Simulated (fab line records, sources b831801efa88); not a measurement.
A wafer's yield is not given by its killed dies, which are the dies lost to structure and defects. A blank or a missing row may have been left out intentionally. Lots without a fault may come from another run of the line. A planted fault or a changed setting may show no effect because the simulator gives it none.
Which tool is to blame? :: flow gf180mcu :: 21 wafers from 7 lots sampled at 4 of the route's 602 steps

WHAT EACH GAUGE READ, for each wafer
GF_M2_CD_MEAS_14: target cd 280 nm.
lot: L803
measured: day 20 08:18
on: cd sem-02
cd nm (nm): 279.8 279.9 279.4

lot: L806
measured: day 21 00:41
on: cd sem-02
cd nm (nm): 282.0 281.1 280.3

lot: L807
measured: day 21 17:34
on: cd sem-01
cd nm (nm): 279.9 279.8 280.0

lot: L809
measured: day 22 15:56
on: cd sem-01
cd nm (nm): 280.1 279.7 279.8

lot: L816
measured: day 24 01:44
on: cd sem-02
cd nm (nm): 236.5 244.5 233.2

lot: L823
measured: day 26 06:21
on: cd sem-02
cd nm (nm): 281.7 280.4 280.5

lot: L825
measured: day 26 19:24
on: cd sem-02
cd nm (nm): 280.6 280.3 280.4

EACH LOT AND THE TOOL THAT RAN IT (in order: tool; ch and the chambers of the sampled wafers; start)
lot: L803
GF_V1_CVD_23: cvd w-01 ch 0, day 19 07:34
GF_M2_SPUTTER_03: pvd sputter-01, day 19 08:19
GF_M2_EXPOSE_11: krf scanner-01 ch 0, day 19 20:28

lot: L806
GF_V1_CVD_23: cvd w-02 ch 0,1, day 19 23:36
GF_M2_SPUTTER_03: pvd sputter-01, day 20 00:22
GF_M2_EXPOSE_11: krf scanner-01 ch 0, day 20 12:44

lot: L807
GF_V1_CVD_23: cvd w-02 ch 0,1, day 20 16:35
GF_M2_SPUTTER_03: pvd sputter-01, day 20 17:21
GF_M2_EXPOSE_11: krf scanner-01 ch 0, day 21 06:02

lot: L809
GF_V1_CVD_23: cvd w-02 ch 0,1, day 21 16:19
GF_M2_SPUTTER_03: pvd sputter-02, day 21 17:04
GF_M2_EXPOSE_11: krf scanner-01 ch 0, day 22 05:02

lot: L816
GF_V1_CVD_23: cvd w-01 ch 0,1, day 23 02:40
GF_M2_SPUTTER_03: pvd sputter-01, day 23 03:25
GF_M2_EXPOSE_11: krf scanner-01 ch 0, day 23 15:17

lot: L823
GF_V1_CVD_23: cvd w-01 ch 0,1, day 25 08:16
GF_M2_SPUTTER_03: pvd sputter-01, day 25 09:01
GF_M2_EXPOSE_11: krf scanner-01 ch 0, day 25 20:02

lot: L825
GF_V1_CVD_23: cvd w-02 ch 0,1, day 25 22:23
GF_M2_SPUTTER_03: pvd sputter-01, day 25 23:06
GF_M2_EXPOSE_11: krf scanner-01 ch 0, day 26 09:11
- GF_V1_CVD_23: deposits W, target thk 350 nm, time 105.05 s.
- GF_M2_SPUTTER_03: material Ti, target thk 10 nm, time 6.7 s.
- GF_M2_EXPOSE_11: exposes mask Metal2, target cd 280 nm.

THE ANSWER, worked out from the rows above alone
Rule: the lots themselves supply what counts as usual. Put in order of their means at a reading, lots are off if they are a third of the lots or fewer, leave a main group of 4 or more, and stand apart from it by a gap of 3 or more times the standard deviation of the main group's means; of several such gaps the widest counts. A main group whose means are all the same, to the digits that the tables above print for the reading, isn't used. Also off: a lot with no number at a reading for which 4 or more lots have one. The other lots that the step has rows for count as sound.
Off, at GF_M2_CD_MEAS_14 on cd nm: L816. For the main group the mean is 280.3 nm and the standard deviation 0.54.
A tool fits if, at a process step before that reading, it ran every lot that is off, and no sound lot after the first of them. Gauges at GF_M2_CD_MEAS_14: tried the same way as those tools. Of those tried, none fits.

WHAT THE SIMULATOR HAD PUT IN
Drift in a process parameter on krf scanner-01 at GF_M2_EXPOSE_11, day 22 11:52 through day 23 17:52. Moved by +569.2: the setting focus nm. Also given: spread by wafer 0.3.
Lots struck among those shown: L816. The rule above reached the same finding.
